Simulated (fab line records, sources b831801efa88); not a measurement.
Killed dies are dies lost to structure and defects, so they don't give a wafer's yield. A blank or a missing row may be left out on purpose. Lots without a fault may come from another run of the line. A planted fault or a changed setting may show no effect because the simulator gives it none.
A struck lot beside a sound one | flow sky130 | 26 steps out of a route of 708
Sound: wafers L679.2, L679.5, L679.6. Struck: wafer L671.3. (L671.5 of the same lot was not struck and is left out.) The cause comes at the end.
At each step with rows: each side's tool, then ch and its chambers, then its first start. Under that, the readings that differ: sound wafers | struck wafers | difference of the means | sigmas: that difference in standard deviations of wafers without a fault.
alike: readings whose means differ by less than 2 such deviations, and words and numbers that are the same on both sides. not compared: withheld readings, readings that some wafer has no value for, bounds like >300 that may hide the same value, and numbers for which the record gives no deviation and whose values overlap.
The two part at a step that has a row with sigmas, a row that says differs or no value, or rows on one side only. Numbers that don't overlap but have no deviation are shown without sigmas and don't part them. A reading that every wafer of one side lacks parts them only if that side has two wafers or more.

first, 8 steps without rows for these wafers: SKY_FIELD_ISO_DEHYDRATE_05 (time 60 s); SKY_FIELD_ISO_HMDS_06 (prime time 60 s); SKY_FIELD_ISO_COAT_07 (resist thk 60 nm); SKY_FIELD_ISO_COAT_08 (resist thk 450 nm); SKY_FIELD_ISO_SOFTBAKE_09 (time 90 s); SKY_FIELD_ISO_EXPOSE_10 (exposes mask FOM, target cd 150 nm); SKY_FIELD_ISO_PEB_11; SKY_FIELD_ISO_DEVELOP_12 (develop time 60 s).
SKY_FIELD_ISO_CD_MEAS_13: target cd 150 nm.
  sound on cd_sem-02, day 5 15:15; struck on cd_sem-02, day 3 22:41
  alike: cd_nm
SKY_FIELD_ISO_ETCH_14: etches BARC in N2/H2, stops on SiO2, time 45.9 s, target depth 60 nm.
  sound on rie_diel-03 ch 1,2,3, day 5 15:21; struck on rie_diel-04 ch 3, day 3 22:46
  alike: drypump_motor_current_A, oes_product_au, throttle_valve_pct
  not compared: rf_hours_counter_h
SKY_FIELD_ISO_ETCH_15: etches the open film in CHF3/O2, stops on Si, target depth 180 nm, time 72 s.
  sound on rie_diel-03 ch 1,2,3, day 5 15:24; struck on rie_diel-04 ch 3, day 3 22:48
  reading               | sound             | struck | difference | sigmas
  oes_product_au (a.u.) | 0.949 0.956 0.944 | 0.936  | -0.014     | -2
  alike: chf3_flow_sccm, drypump_motor_current_A, throttle_valve_pct
  not compared: rf_hours_counter_h
SKY_FIELD_ISO_STRIP_16: strips in O2/N2.
  sound on plasma_asher-03 ch 0,1, day 5 15:27; struck on plasma_asher-04 ch 0, day 3 22:53
  alike: drypump_motor_current_A, oes_product_au, strip_time_to_endpoint_s
  not compared: rf_hours_counter_h
SKY_FIELD_ISO_ETCH_17: etches Si in HBr/Cl2/O2, target depth 342 nm, time 97.7 s.
  sound on rie_si-02 ch 0,2,3, day 5 15:33; struck on rie_si-01 ch 2, day 3 22:58
  reading                                     | sound                | struck | difference | sigmas
  he_backside_leak_sccm (sccm)                | 2.90 2.80 2.67       | 2.26   | -0.53      | -2
  oes_product_au (a.u.)                       | 1.010 1.009 1.004    | 1.316  | +0.308     | +45
  throttle_valve_pct (%)                      | 25.648 25.667 25.645 | 25.457 | -0.196     | -22
  model.FIELD_ISO.feature_depth_nm (nm)       | 345.2 345.8 344.4    | 512.4  | +167.3     |
  model.etch.depth_nm (nm)                    | 345.2 345.8 344.4    | 512.4  | +167.3     |
  model.Si3N4_of_FIELD_ISO_CVD_03.thk_nm (nm) | 150.8 151.9 149.6    | 140.9  | -9.9       |
  alike: drypump_motor_current_A
  not compared: rf_hours_counter_h
then, 5 steps without rows for these wafers: SKY_FIELD_ISO_WET_ETCH_18 (etches Si3N4 in H3PO4, target depth 25 nm, time 286 s); SKY_FIELD_ISO_CLEAN_19 (cleans in SC1/SC2, time 150 s); SKY_FIELD_ISO_CLEAN_20 (cleans in dHF, time 20 s); SKY_FIELD_ISO_WET_ETCH_21 (etches SiO2 in dHF, target depth 20 nm, time 400 s); SKY_FIELD_ISO_OXIDATION_22 (stabilise 600 s, purge 300 s, target thk 10 nm).
SKY_FIELD_ISO_THK_MEAS_23:
  sound on film_metro-02, day 5 18:32; struck on film_metro-01, day 4 02:58
  alike: FIELD_ISO_OXIDATION_01_THK
then, 1 step without rows for these wafers: SKY_FIELD_ISO_CVD_24 (deposits SiO2, target thk 595 nm, time 99.2 s).
SKY_FIELD_ISO_THK_MEAS_25:
  sound on film_metro-01, day 5 18:40; struck on film_metro-01, day 4 03:06
  alike: FIELD_ISO_CVD_24_THK
then, 1 step without rows for these wafers: SKY_FIELD_ISO_ANNEAL_26 (time 1800 s).
SKY_FIELD_ISO_CMP_27: polishes, stops on Si3N4, t overpolish 16 s, target thk 457.8 nm.
  sound on cmp-02 ch 0,3, day 5 20:41; struck on cmp-02 ch 0, day 4 04:44
  alike: motor_current_A, overpolish_run_s, time_to_endpoint_s
SKY_FIELD_ISO_WET_ETCH_28: etches SiO2 in dHF, target depth 23.7 nm, time 47 s.
  sound on wet_bench-01 ch 3, day 5 20:59; struck on wet_bench-03 ch 0, day 4 04:56
  reading                                     | sound             | struck | difference | sigmas
  model.Si3N4_of_FIELD_ISO_CVD_03.thk_nm (nm) | 119.5 120.7 118.5 | 108.8  | -10.8      |
then, 2 steps without rows for these wafers: SKY_FIELD_ISO_WET_ETCH_29 (etches Si3N4 in H3PO4, target depth 160 nm, time 1825 s); SKY_PAD_OPEN_PROBE_99.

WHERE THEY PART
First at SKY_FIELD_ISO_ETCH_15; last, within this record, at SKY_FIELD_ISO_ETCH_17. Later steps at which nothing parts them and some readings are alike: SKY_FIELD_ISO_THK_MEAS_23, SKY_FIELD_ISO_THK_MEAS_25, SKY_FIELD_ISO_CMP_27.

WHY: what the simulator had put in
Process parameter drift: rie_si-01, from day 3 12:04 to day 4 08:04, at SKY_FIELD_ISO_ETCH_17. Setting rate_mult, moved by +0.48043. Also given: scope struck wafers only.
